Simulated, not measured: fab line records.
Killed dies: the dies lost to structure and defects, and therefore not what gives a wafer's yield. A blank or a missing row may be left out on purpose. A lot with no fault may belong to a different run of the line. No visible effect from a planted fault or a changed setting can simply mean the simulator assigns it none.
Chamber matching / flow sky130 / SKY_CAPM_CVD_00 on pecvd-01: 3 sister chambers
The step deposits SiO2, target thk 15.5 nm. 16 wafers are shown with their chamber, then 8 later ones without.

== WAFERS, EACH WITH ITS CHAMBER ==
wafer=L076.2; chamber=2; heater-power-w (W)=817
wafer=L076.4; chamber=0; heater-power-w (W)=805
wafer=L076.6; chamber=1; heater-power-w (W)=714
wafer=L082.2; chamber=0; heater-power-w (W)=720
wafer=L082.4; chamber=1; heater-power-w (W)=735
wafer=L082.6; chamber=2; heater-power-w (W)=844
wafer=L085.2; chamber=0; heater-power-w (W)=693
wafer=L085.3; chamber=1; heater-power-w (W)=738
wafer=L085.4; chamber=0; heater-power-w (W)=690
wafer=L087.1; chamber=0; heater-power-w (W)=759
wafer=L087.4; chamber=2; heater-power-w (W)=832
wafer=L087.6; chamber=1; heater-power-w (W)=745
wafer=L088.1; chamber=2; heater-power-w (W)=779
wafer=L088.3; chamber=0; heater-power-w (W)=696
wafer=L088.4; chamber=1; heater-power-w (W)=710
wafer=L091.2; chamber=1; heater-power-w (W)=762

SIGNATURES, as means of the wafers listed above
reading=heater-power-w; chamber 0=727.17; chamber 1=734.00; chamber 2=818.00; scatter within a chamber=33.9
Rule: distance of a wafer from a chamber = root of the sum over the readings of ((wafer's reading minus chamber's mean) / reading's scatter) squared. The wafer belongs to the nearest chamber; if the next one is less than 2 further off, it can't be placed. The scatter is the square root of a quotient: the sum, over the shown wafers, of each reading's squared deviation from its chamber's mean, divided by wafers minus chambers.

== WAFERS WITH NO CHAMBER GIVEN ==
wafer=L091.3; heater-power-w (W)=724
wafer=L091.5; heater-power-w (W)=748
wafer=L092.2; heater-power-w (W)=843
wafer=L092.4; heater-power-w (W)=756
wafer=L092.5; heater-power-w (W)=843
wafer=L096.1; heater-power-w (W)=825
wafer=L096.3; heater-power-w (W)=742
wafer=L096.4; heater-power-w (W)=748

== CHAMBER TAKEN BY EACH ==
wafer=L091.3; from the rows above=can't be placed: 0 or 1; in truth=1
wafer=L091.5; from the rows above=can't be placed: 1 or 0 or 2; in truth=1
wafer=L092.2; from the rows above=2; in truth=2
wafer=L092.4; from the rows above=can't be placed: 1 or 0 or 2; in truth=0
wafer=L092.5; from the rows above=2; in truth=2
wafer=L096.1; from the rows above=2; in truth=2
wafer=L096.3; from the rows above=can't be placed: 1 or 0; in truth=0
wafer=L096.4; from the rows above=can't be placed: 1 or 0 or 2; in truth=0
Correctly placed: 3 of 8. These rows do not allow placing 5 (true chamber among the candidates in 5). Placed wrongly: 0.
